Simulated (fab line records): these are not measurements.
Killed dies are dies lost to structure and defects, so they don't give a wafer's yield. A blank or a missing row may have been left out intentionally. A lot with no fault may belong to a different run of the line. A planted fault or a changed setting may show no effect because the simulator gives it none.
Chamber matching / flow gf180mcu / 4 sister chambers for GF_CONTACT_CMP_04 on cmp-02
The step polishes SiO2. 4 wafers are shown with their chamber, then 7 later ones without.

## EACH WAFER AND ITS CHAMBER
wafer=L794.4; chamber=2; motorCurrentA (A)=13.3
wafer=L794.6; chamber=0; motorCurrentA (A)=10.9
wafer=L801.1; chamber=3; motorCurrentA (A)=11.2
wafer=L801.2; chamber=1; motorCurrentA (A)=12.0

## WAFERS WITH NO CHAMBER GIVEN
wafer=L801.6; motorCurrentA (A)=12.3
wafer=L805.2; motorCurrentA (A)=11.3
wafer=L805.4; motorCurrentA (A)=11.1
wafer=L805.5; motorCurrentA (A)=12.1
wafer=L810.1; motorCurrentA (A)=12.2
wafer=L810.3; motorCurrentA (A)=12.5
wafer=L810.6; motorCurrentA (A)=11.5

## EACH ONE'S CHAMBER
wafer=L801.6; from the rows above=1; in truth=1
wafer=L805.2; from the rows above=can't be placed: 3 or 0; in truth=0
wafer=L805.4; from the rows above=can't be placed: 3 or 0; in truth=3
wafer=L805.5; from the rows above=1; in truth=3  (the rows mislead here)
wafer=L810.1; from the rows above=1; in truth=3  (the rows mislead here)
wafer=L810.3; from the rows above=can't be placed: 1 or 2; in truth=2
wafer=L810.6; from the rows above=can't be placed: 3 or 1 or 0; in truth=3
Placed correctly: 1 of 7. Can't be placed from these rows: 4 (the true chamber is among the candidates in 4). Wrongly placed: 2.
How it was worked out, from the rows above alone: a wafer's distance from a chamber is the root of the sum, over the readings, of the square of ((its reading less the chamber's mean) divided by the reading's scatter). If the next closest chamber is less than 2 further off than the closest, the wafer can't be placed; otherwise it belongs to the closest. The mean given for a chamber averages the wafers shown for that chamber. The scatter: root of mean squared gap, hidden wafer to nearest shown wafer, with one shown wafer a chamber.
